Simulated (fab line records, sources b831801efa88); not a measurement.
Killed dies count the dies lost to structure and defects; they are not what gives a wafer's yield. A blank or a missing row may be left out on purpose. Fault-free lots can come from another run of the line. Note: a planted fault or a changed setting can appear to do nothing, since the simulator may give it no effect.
fab line records / flow sky130 / part 2 of 2: steps 42 to 42 of 42
record lots=6 wafers=18 lastDay=50
route steps=708 shown RES_XHIGH@339 SD_N@342 SD_P@359 SALICIDE@361 LI_CONTACT@362 PAD_OPEN@708
lots untouched by any fault: they come from a run of this same line in which no faults occurred
startH: hours from the record's first day to the start of the lot's first wafer shown / waitH: how many hours have passed since the lot's step before this one / " the same as in the row above / L1.1+2: one row covering several wafers at once / - no value, or no start was given / * or withheld: withheld / < > ~ a bound
route shown NAME@n: a module of which the file shows steps, and the number in the route of the first / usual: mean and standard deviation over wafers with no fault / same: alike in all rows / chamber/n: place in a boat / sites: readings site by site / _std_site: standard deviation across them / _edge_site: outer sites' mean less inner sites' / radiusMm: for every site, how far away it sits from the centre of the wafer / mask NAME#n: copy n / behind: tool/chamber where the wafer was last shaped / hold: reason for holding the lot/hours on hold/outcome of the hold / device: which transistor (n, p or np) failed to switch / end of line: the route-end tests of the same wafers / a step with no rows: only its recipe / killed: dies that structure and defects cost at the first sort, which is not the same as the wafer's yield / map: the dies of a wafer, with x for killed, . for not killed, _ for no die there
set.NAME: the run value of the setting; set.NAME@STEP: its run value at that earlier step / model.NAME: the simulator's own value behind a step, which no gauge read
lots at selected steps of the route; one table per step, one row per wafer
services: the hour from which a tool's chamber was out of use, counted from the record's first day as startH (under 0 if before that day), plus the number of hours and why
## steps
# step SKY_PAD_OPEN_PROBE_99
# usual killed_at_M0_to_M3=43/6.7 killed_at_M4_up=3.2/1.8 killedAtContacts=25/5.2 killedAtFrontEnd=15/4.4 killedAtOther=0.2/0.4 killedDies=87/9.3 killedOpen=48/7.1 killedShort=39/6
# same grossDies=492 killedAtBackSide=0
lot.wafer=L379.1 tool=prober-01 chamber=- startH=1078.25 waitH=0.1 killed_at_M0_to_M3=43 killed_at_M4_up=3 killedAtContacts=21 killedAtFrontEnd=23 killedAtOther=1 killedDies=91 killedOpen=47 killedShort=44 model.etest.nfet_16v.rOnOhmUm=1.385e+04 model.etest.nfetG5v0d10v5.rOnOhmUm=1856 model.etest.nfet_01v8.rOnOhmUm=796.1 model.etest.sonosUncharged.rOnOhmUm=779.8 model.etest.nfet_05v0_nvt.driveUaUm=582.8 model.etest.nfet_01v8_lvt.driveUaUm=595.7 model.etest.nfetG5v0d10v5.driveUaUm=613.5 model.etest.nfet_01v8.driveUaUm=525.2
lot.wafer=L379.3 tool=prober-01 chamber=- startH=1078.35 waitH=0.2 killed_at_M0_to_M3=28 killed_at_M4_up=2 killedAtContacts=28 killedAtFrontEnd=18 killedAtOther=0 killedDies=76 killedOpen=48 killedShort=28 model.etest.nfet_16v.rOnOhmUm=1.387e+04 model.etest.nfetG5v0d10v5.rOnOhmUm=1864 model.etest.nfet_01v8.rOnOhmUm=796.5 model.etest.sonosUncharged.rOnOhmUm=807 model.etest.nfet_05v0_nvt.driveUaUm=584.4 model.etest.nfet_01v8_lvt.driveUaUm=599.7 model.etest.nfetG5v0d10v5.driveUaUm=612.7 model.etest.nfet_01v8.driveUaUm=524.2
lot.wafer=L379.6 tool=prober-01 chamber=- startH=1078.50 waitH=0.2 killed_at_M0_to_M3=48 killed_at_M4_up=0 killedAtContacts=26 killedAtFrontEnd=16 killedAtOther=0 killedDies=90 killedOpen=54 killedShort=36 model.etest.nfet_16v.rOnOhmUm=1.385e+04 model.etest.nfetG5v0d10v5.rOnOhmUm=1865 model.etest.nfet_01v8.rOnOhmUm=809 model.etest.sonosUncharged.rOnOhmUm=804.8 model.etest.nfet_05v0_nvt.driveUaUm=586.9 model.etest.nfet_01v8_lvt.driveUaUm=596.9 model.etest.nfetG5v0d10v5.driveUaUm=620 model.etest.nfet_01v8.driveUaUm=520.4
lot.wafer=L390.1 tool=prober-01 chamber=- startH=1152.42 waitH=0.1 killed_at_M0_to_M3=45 killed_at_M4_up=2 killedAtContacts=22 killedAtFrontEnd=11 killedAtOther=1 killedDies=81 killedOpen=45 killedShort=36 model.etest.nfet_16v.rOnOhmUm=1.485e+04 model.etest.nfetG5v0d10v5.rOnOhmUm=2047 model.etest.nfet_01v8.rOnOhmUm=888.4 model.etest.sonosUncharged.rOnOhmUm=849.1 model.etest.nfet_05v0_nvt.driveUaUm=551.3 model.etest.nfet_01v8_lvt.driveUaUm=558.8 model.etest.nfetG5v0d10v5.driveUaUm=590.1 model.etest.nfet_01v8.driveUaUm=489.9
lot.wafer=L390.4 tool=prober-01 chamber=- startH=1152.57 waitH=0.2 killed_at_M0_to_M3=42 killed_at_M4_up=2 killedAtContacts=24 killedAtFrontEnd=18 killedAtOther=1 killedDies=87 killedOpen=47 killedShort=40 model.etest.nfet_16v.rOnOhmUm=1.485e+04 model.etest.nfetG5v0d10v5.rOnOhmUm=2055 model.etest.nfet_01v8.rOnOhmUm=868.7 model.etest.sonosUncharged.rOnOhmUm=852.4 model.etest.nfet_05v0_nvt.driveUaUm=543.3 model.etest.nfet_01v8_lvt.driveUaUm=565.1 model.etest.nfetG5v0d10v5.driveUaUm=579.5 model.etest.nfet_01v8.driveUaUm=495.3
lot.wafer=L390.5 tool=prober-01 chamber=- startH=1152.62 waitH=0.2 killed_at_M0_to_M3=41 killed_at_M4_up=3 killedAtContacts=24 killedAtFrontEnd=11 killedAtOther=0 killedDies=79 killedOpen=46 killedShort=33 model.etest.nfet_16v.rOnOhmUm=1.491e+04 model.etest.nfetG5v0d10v5.rOnOhmUm=2052 model.etest.nfet_01v8.rOnOhmUm=896.4 model.etest.sonosUncharged.rOnOhmUm=859.9 model.etest.nfet_05v0_nvt.driveUaUm=549.1 model.etest.nfet_01v8_lvt.driveUaUm=550.5 model.etest.nfetG5v0d10v5.driveUaUm=584.3 model.etest.nfet_01v8.driveUaUm=480.4
lot.wafer=L389.1 tool=prober-02 chamber=- startH=1158.61 waitH=0.1 killed_at_M0_to_M3=48 killed_at_M4_up=3 killedAtContacts=17 killedAtFrontEnd=10 killedAtOther=0 killedDies=78 killedOpen=41 killedShort=37 model.etest.nfet_16v.rOnOhmUm=1.443e+04 model.etest.nfetG5v0d10v5.rOnOhmUm=2031 model.etest.nfet_01v8.rOnOhmUm=892.7 model.etest.sonosUncharged.rOnOhmUm=851.7 model.etest.nfet_05v0_nvt.driveUaUm=550.2 model.etest.nfet_01v8_lvt.driveUaUm=560.1 model.etest.nfetG5v0d10v5.driveUaUm=585 model.etest.nfet_01v8.driveUaUm=490.6
lot.wafer=L389.2 tool=prober-02 chamber=- startH=1158.66 waitH=0.1 killed_at_M0_to_M3=40 killed_at_M4_up=1 killedAtContacts=20 killedAtFrontEnd=13 killedAtOther=0 killedDies=74 killedOpen=41 killedShort=33 model.etest.nfet_16v.rOnOhmUm=1.433e+04 model.etest.nfetG5v0d10v5.rOnOhmUm=2020 model.etest.nfet_01v8.rOnOhmUm=897.4 model.etest.sonosUncharged.rOnOhmUm=868.3 model.etest.nfet_05v0_nvt.driveUaUm=558.4 model.etest.nfet_01v8_lvt.driveUaUm=559.5 model.etest.nfetG5v0d10v5.driveUaUm=595.3 model.etest.nfet_01v8.driveUaUm=486.6
lot.wafer=L389.3 tool=prober-02 chamber=- startH=1158.71 waitH=0.2 killed_at_M0_to_M3=48 killed_at_M4_up=2 killedAtContacts=17 killedAtFrontEnd=16 killedAtOther=0 killedDies=83 killedOpen=44 killedShort=39 model.etest.nfet_16v.rOnOhmUm=1.44e+04 model.etest.nfetG5v0d10v5.rOnOhmUm=2011 model.etest.nfet_01v8.rOnOhmUm=883.3 model.etest.sonosUncharged.rOnOhmUm=849.5 model.etest.nfet_05v0_nvt.driveUaUm=559.6 model.etest.nfet_01v8_lvt.driveUaUm=561.3 model.etest.nfetG5v0d10v5.driveUaUm=595.3 model.etest.nfet_01v8.driveUaUm=492.6
lot.wafer=L393.1 tool=prober-01 chamber=- startH=1159.93 waitH=0.1 killed_at_M0_to_M3=45 killed_at_M4_up=4 killedAtContacts=18 killedAtFrontEnd=10 killedAtOther=0 killedDies=77 killedOpen=45 killedShort=32 model.etest.nfet_16v.rOnOhmUm=1.379e+04 model.etest.nfetG5v0d10v5.rOnOhmUm=1870 model.etest.nfet_01v8.rOnOhmUm=855.1 model.etest.sonosUncharged.rOnOhmUm=811.8 model.etest.nfet_05v0_nvt.driveUaUm=594 model.etest.nfet_01v8_lvt.driveUaUm=564.6 model.etest.nfetG5v0d10v5.driveUaUm=631.3 model.etest.nfet_01v8.driveUaUm=497.7
lot.wafer=L393.4 tool=prober-01 chamber=- startH=1160.08 waitH=0.2 killed_at_M0_to_M3=33 killed_at_M4_up=2 killedAtContacts=25 killedAtFrontEnd=15 killedAtOther=1 killedDies=76 killedOpen=38 killedShort=38 model.etest.nfet_16v.rOnOhmUm=1.396e+04 model.etest.nfetG5v0d10v5.rOnOhmUm=1884 model.etest.nfet_01v8.rOnOhmUm=833.1 model.etest.sonosUncharged.rOnOhmUm=817.6 model.etest.nfet_05v0_nvt.driveUaUm=575.8 model.etest.nfet_01v8_lvt.driveUaUm=573.2 model.etest.nfetG5v0d10v5.driveUaUm=614.6 model.etest.nfet_01v8.driveUaUm=504.6
lot.wafer=L393.6 tool=prober-01 chamber=- startH=1160.18 waitH=0.2 killed_at_M0_to_M3=54 killed_at_M4_up=2 killedAtContacts=24 killedAtFrontEnd=24 killedAtOther=1 killedDies=105 killedOpen=55 killedShort=50 model.etest.nfet_16v.rOnOhmUm=1.378e+04 model.etest.nfetG5v0d10v5.rOnOhmUm=1875 model.etest.nfet_01v8.rOnOhmUm=846.5 model.etest.sonosUncharged.rOnOhmUm=815 model.etest.nfet_05v0_nvt.driveUaUm=589.2 model.etest.nfet_01v8_lvt.driveUaUm=565.8 model.etest.nfetG5v0d10v5.driveUaUm=621.9 model.etest.nfet_01v8.driveUaUm=503.1
lot.wafer=L394.2 tool=prober-02 chamber=- startH=1161.72 waitH=0.1 killed_at_M0_to_M3=59 killed_at_M4_up=4 killedAtContacts=18 killedAtFrontEnd=11 killedAtOther=0 killedDies=92 killedOpen=50 killedShort=42 model.etest.nfet_16v.rOnOhmUm=1.404e+04 model.etest.nfetG5v0d10v5.rOnOhmUm=1881 model.etest.nfet_01v8.rOnOhmUm=849.9 model.etest.sonosUncharged.rOnOhmUm=806.2 model.etest.nfet_05v0_nvt.driveUaUm=570.6 model.etest.nfet_01v8_lvt.driveUaUm=557.2 model.etest.nfetG5v0d10v5.driveUaUm=600.8 model.etest.nfet_01v8.driveUaUm=487.3
lot.wafer=L394.4 tool=prober-02 chamber=- startH=1161.82 waitH=0.2 killed_at_M0_to_M3=42 killed_at_M4_up=1 killedAtContacts=15 killedAtFrontEnd=17 killedAtOther=0 killedDies=75 killedOpen=40 killedShort=35 model.etest.nfet_16v.rOnOhmUm=1.408e+04 model.etest.nfetG5v0d10v5.rOnOhmUm=1859 model.etest.nfet_01v8.rOnOhmUm=828.4 model.etest.sonosUncharged.rOnOhmUm=810 model.etest.nfet_05v0_nvt.driveUaUm=580.5 model.etest.nfet_01v8_lvt.driveUaUm=572.3 model.etest.nfetG5v0d10v5.driveUaUm=607.9 model.etest.nfet_01v8.driveUaUm=503.3
lot.wafer=L394.5 tool=prober-02 chamber=- startH=1161.87 waitH=0.2 killed_at_M0_to_M3=45 killed_at_M4_up=2 killedAtContacts=23 killedAtFrontEnd=8 killedAtOther=0 killedDies=78 killedOpen=44 killedShort=34 model.etest.nfet_16v.rOnOhmUm=1.397e+04 model.etest.nfetG5v0d10v5.rOnOhmUm=1880 model.etest.nfet_01v8.rOnOhmUm=831.8 model.etest.sonosUncharged.rOnOhmUm=810.6 model.etest.nfet_05v0_nvt.driveUaUm=581.5 model.etest.nfet_01v8_lvt.driveUaUm=572.8 model.etest.nfetG5v0d10v5.driveUaUm=610.8 model.etest.nfet_01v8.driveUaUm=500.9
lot.wafer=L402.1 tool=prober-02 chamber=- startH=1201.42 waitH=0.1 killed_at_M0_to_M3=40 killed_at_M4_up=5 killedAtContacts=27 killedAtFrontEnd=11 killedAtOther=0 killedDies=83 killedOpen=48 killedShort=35 model.etest.nfet_16v.rOnOhmUm=1.431e+04 model.etest.nfetG5v0d10v5.rOnOhmUm=1909 model.etest.nfet_01v8.rOnOhmUm=867 model.etest.sonosUncharged.rOnOhmUm=832.7 model.etest.nfet_05v0_nvt.driveUaUm=560.9 model.etest.nfet_01v8_lvt.driveUaUm=557.4 model.etest.nfetG5v0d10v5.driveUaUm=588.9 model.etest.nfet_01v8.driveUaUm=485.2
lot.wafer=L402.3 tool=prober-02 chamber=- startH=1201.52 waitH=0.2 killed_at_M0_to_M3=52 killed_at_M4_up=2 killedAtContacts=21 killedAtFrontEnd=7 killedAtOther=1 killedDies=83 killedOpen=49 killedShort=34 model.etest.nfet_16v.rOnOhmUm=1.425e+04 model.etest.nfetG5v0d10v5.rOnOhmUm=1930 model.etest.nfet_01v8.rOnOhmUm=854.8 model.etest.sonosUncharged.rOnOhmUm=834 model.etest.nfet_05v0_nvt.driveUaUm=558.9 model.etest.nfet_01v8_lvt.driveUaUm=555.6 model.etest.nfetG5v0d10v5.driveUaUm=588.8 model.etest.nfet_01v8.driveUaUm=490.7
lot.wafer=L402.4 tool=prober-02 chamber=- startH=1201.57 waitH=0.2 killed_at_M0_to_M3=37 killed_at_M4_up=2 killedAtContacts=25 killedAtFrontEnd=11 killedAtOther=0 killedDies=75 killedOpen=36 killedShort=39 model.etest.nfet_16v.rOnOhmUm=1.415e+04 model.etest.nfetG5v0d10v5.rOnOhmUm=1918 model.etest.nfet_01v8.rOnOhmUm=860.8 model.etest.sonosUncharged.rOnOhmUm=826.8 model.etest.nfet_05v0_nvt.driveUaUm=568 model.etest.nfet_01v8_lvt.driveUaUm=553.7 model.etest.nfetG5v0d10v5.driveUaUm=593.6 model.etest.nfet_01v8.driveUaUm=488.4
# killed by level:class
L379.1 VIA1:geometricParticle:open=9 VIA2:geometricParticle:open=7 POLY_GATE:geometricParticle:open=7 POLY_GATE:geometricParticle:short=7 METAL2:geometricParticle:short=7 LI_CONTACT:geometricParticle:open=6 CONTACT:geometricParticle:open=6 FIELD_ISO:geometricParticle:open=5
L379.3 LI_CONTACT:geometricParticle:open=10 CONTACT:geometricParticle:open=10 VIA1:geometricParticle:open=7 FIELD_ISO:geometricParticle:open=6 VIA2:geometricParticle:open=6 VIA3:geometricParticle:open=5 FIELD_ISO:geometricParticle:short=4 CONTACT:geometricParticle:short=4
L379.6 VIA1:geometricParticle:open=13 CONTACT:geometricParticle:open=10 VIA3:geometricParticle:open=7 FIELD_ISO:geometricParticle:open=6 LOCAL_INTERCONNECT:geometricParticle:short=6 FIELD_ISO:geometricParticle:short=5 LI_CONTACT:geometricParticle:open=5 VIA1:geometricParticle:short=5
L390.1 LI_CONTACT:geometricParticle:open=8 CONTACT:geometricParticle:open=7 VIA1:geometricParticle:open=7 VIA2:geometricParticle:open=7 VIA3:geometricParticle:open=6 FIELD_ISO:geometricParticle:short=5 METAL1:geometricParticle:short=5 VIA1:geometricParticle:short=5
L390.4 CONTACT:geometricParticle:open=10 VIA3:geometricParticle:open=9 VIA1:geometricParticle:open=9 LOCAL_INTERCONNECT:geometricParticle:short=5 METAL1:geometricParticle:short=5 FIELD_ISO:geometricParticle:short=4 FIELD_ISO:geometricParticle:open=4 LI_CONTACT:geometricParticle:open=4
L390.5 LI_CONTACT:geometricParticle:open=9 VIA2:geometricParticle:open=8 CONTACT:geometricParticle:open=7 VIA3:geometricParticle:open=5 VIA1:geometricParticle:short=5 VIA3:geometricParticle:short=5 POLY_GATE:geometricParticle:open=4 CONTACT:geometricParticle:short=4
L389.1 VIA3:geometricParticle:open=10 VIA1:geometricParticle:open=7 METAL1:geometricParticle:short=7 VIA2:geometricParticle:open=6 VIA2:geometricParticle:short=5 CONTACT:geometricParticle:open=5 POLY_GATE:geometricParticle:open=4 LI_CONTACT:geometricParticle:open=4
L389.2 VIA1:geometricParticle:open=9 CONTACT:geometricParticle:open=7 VIA2:geometricParticle:open=6 LI_CONTACT:geometricParticle:open=6 CONTACT:geometricParticle:short=4 VIA1:geometricParticle:short=4 METAL2:geometricParticle:short=4 VIA2:geometricParticle:short=4
L389.3 METAL1:geometricParticle:short=10 VIA3:geometricParticle:open=10 FIELD_ISO:geometricParticle:short=6 CONTACT:geometricParticle:open=6 VIA1:geometricParticle:open=6 VIA2:geometricParticle:open=6 LI_CONTACT:geometricParticle:open=5 FIELD_ISO:geometricParticle:open=4
L393.1 VIA1:geometricParticle:open=8 METAL2:geometricParticle:short=8 VIA2:geometricParticle:open=7 CONTACT:geometricParticle:open=7 VIA3:geometricParticle:open=7 LI_CONTACT:geometricParticle:open=5 FIELD_ISO:geometricParticle:open=4 VIA1:geometricParticle:short=4
L393.4 CONTACT:geometricParticle:open=9 FIELD_ISO:geometricParticle:short=7 VIA2:geometricParticle:open=6 LI_CONTACT:geometricParticle:open=5 VIA1:geometricParticle:open=5 METAL2:geometricParticle:short=5 METAL1:geometricParticle:short=4 LI_CONTACT:geometricParticle:short=4
L393.6 FIELD_ISO:geometricParticle:open=10 METAL2:geometricParticle:short=10 VIA1:geometricParticle:open=10 CONTACT:geometricParticle:open=9 METAL1:geometricParticle:short=6 LI_CONTACT:geometricParticle:short=5 VIA2:geometricParticle:open=5 VIA3:geometricParticle:open=5
L394.2 METAL2:geometricParticle:short=11 VIA3:geometricParticle:open=10 VIA1:geometricParticle:open=10 CONTACT:geometricParticle:open=8 METAL1:geometricParticle:short=8 VIA2:geometricParticle:open=5 METAL3:geometricParticle:short=5 POLY_GATE:geometricParticle:open=4
L394.4 METAL1:geometricParticle:short=8 CONTACT:geometricParticle:open=7 VIA2:geometricParticle:short=5 POLY_GATE:geometricParticle:open=5 VIA2:geometricParticle:open=5 METAL3:geometricParticle:open=5 VIA1:geometricParticle:open=5 VIA1:geometricParticle:short=5
L394.5 VIA3:geometricParticle:open=10 LI_CONTACT:geometricParticle:open=8 VIA1:geometricParticle:open=8 METAL2:geometricParticle:short=8 VIA2:geometricParticle:open=7 CONTACT:geometricParticle:open=7 VIA3:geometricParticle:short=6 POLY_GATE:geometricParticle:short=5
L402.1 CONTACT:geometricParticle:open=10 VIA3:geometricParticle:open=7 METAL2:geometricParticle:short=7 LI_CONTACT:geometricParticle:open=6 VIA1:geometricParticle:short=6 CONTACT:geometricParticle:short=5 VIA2:geometricParticle:open=5 FIELD_ISO:geometricParticle:open=4
L402.3 VIA2:geometricParticle:open=11 VIA1:geometricParticle:open=9 LI_CONTACT:geometricParticle:open=8 CONTACT:geometricParticle:open=7 METAL2:geometricParticle:short=6 VIA3:geometricParticle:open=6 VIA1:geometricParticle:short=5 METAL1:geometricParticle:short=4
L402.4 LI_CONTACT:geometricParticle:open=9 METAL2:geometricParticle:short=7 CONTACT:geometricParticle:open=6 VIA1:geometricParticle:open=5 LOCAL_INTERCONNECT:geometricParticle:short=5 METAL1:geometricParticle:short=4 VIA3:geometricParticle:open=4 METAL3:geometricParticle:short=4
## services
tool=plasmaAsher-01 chamber=- startH=596.70 hours=0.6 kind=repair
tool=plasmaAsher-03 chamber=- startH=600.70 hours=3.1 kind=repair
tool=rtpAnneal-01 chamber=- startH=612.09 hours=2.2 kind=pm
tool=rieDiel-01 chamber=2 startH=612.84 hours=1.7 kind=repair
tool=implanter-02 chamber=- startH=616.72 hours=3.9 kind=pm
tool=plasmaAsher-01 chamber=- startH=623.35 hours=2.8 kind=pm
tool=plasmaAsher-01 chamber=- startH=626.14 hours=0.9 kind=repair
tool=implanter-02 chamber=- startH=631.39 hours=1.4 kind=repair
tool=rieDiel-02 chamber=0 startH=642.07 hours=5.4 kind=repair
tool=plasmaAsher-01 chamber=- startH=642.90 hours=2.5 kind=repair
tool=plasmaAsher-03 chamber=- startH=645.60 hours=4.1 kind=pm
tool=plasmaAsher-02 chamber=- startH=648.25 hours=0.5 kind=repair
tool=implanter-02 chamber=- startH=658.15 hours=3.5 kind=repair
tool=plasmaAsher-04 chamber=- startH=665.30 hours=2.0 kind=repair
tool=plasmaAsher-01 chamber=- startH=680.19 hours=1.2 kind=repair
tool=plasmaAsher-02 chamber=- startH=689.66 hours=0.4 kind=repair
tool=plasmaAsher-01 chamber=- startH=703.49 hours=2.3 kind=repair
tool=plasmaAsher-03 chamber=- startH=733.75 hours=9.0 kind=pm
tool=rtpAnneal-02 chamber=- startH=734.06 hours=3.6 kind=pm
tool=plasmaAsher-01 chamber=- startH=737.52 hours=46.0 kind=pm
tool=rieDiel-01 chamber=0 startH=740.27 hours=7.0 kind=repair
tool=rieDiel-02 chamber=1 startH=761.09 hours=4.0 kind=repair
tool=plasmaAsher-03 chamber=- startH=762.65 hours=24.4 kind=repair
tool=rieDiel-01 chamber=3 startH=765.04 hours=1.8 kind=repair
## key
firstSign none at tools or gauges
modelEffect step=SKY_PAD_OPEN_PROBE_99 value=etest.nfet_16v.rOnOhmUm without=1.398e+04 struck=1.463e+04
metAt SKY_SD_N_IMPLANT_09
struckWafers L389.1,L389.2,L389.3,L390.1,L390.4,L390.5
testerLeftOut L389,L390
onsetBetween 640.36 756.26
fault kind=processParameterDrift tool=implanter-02 chamber=- onsetH=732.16 steps=SKY_SD_N_IMPLANT_09 channel=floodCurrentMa offset=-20 shape=step endH=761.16
# testerLeftOut: of these lots the tester's yield and bins aren't shown, on N5 and GAA mostly nor the transistor test; their killed dies are dies lost to structure and defects alone, not to doping, threshold or leakage, so they don't give the yield
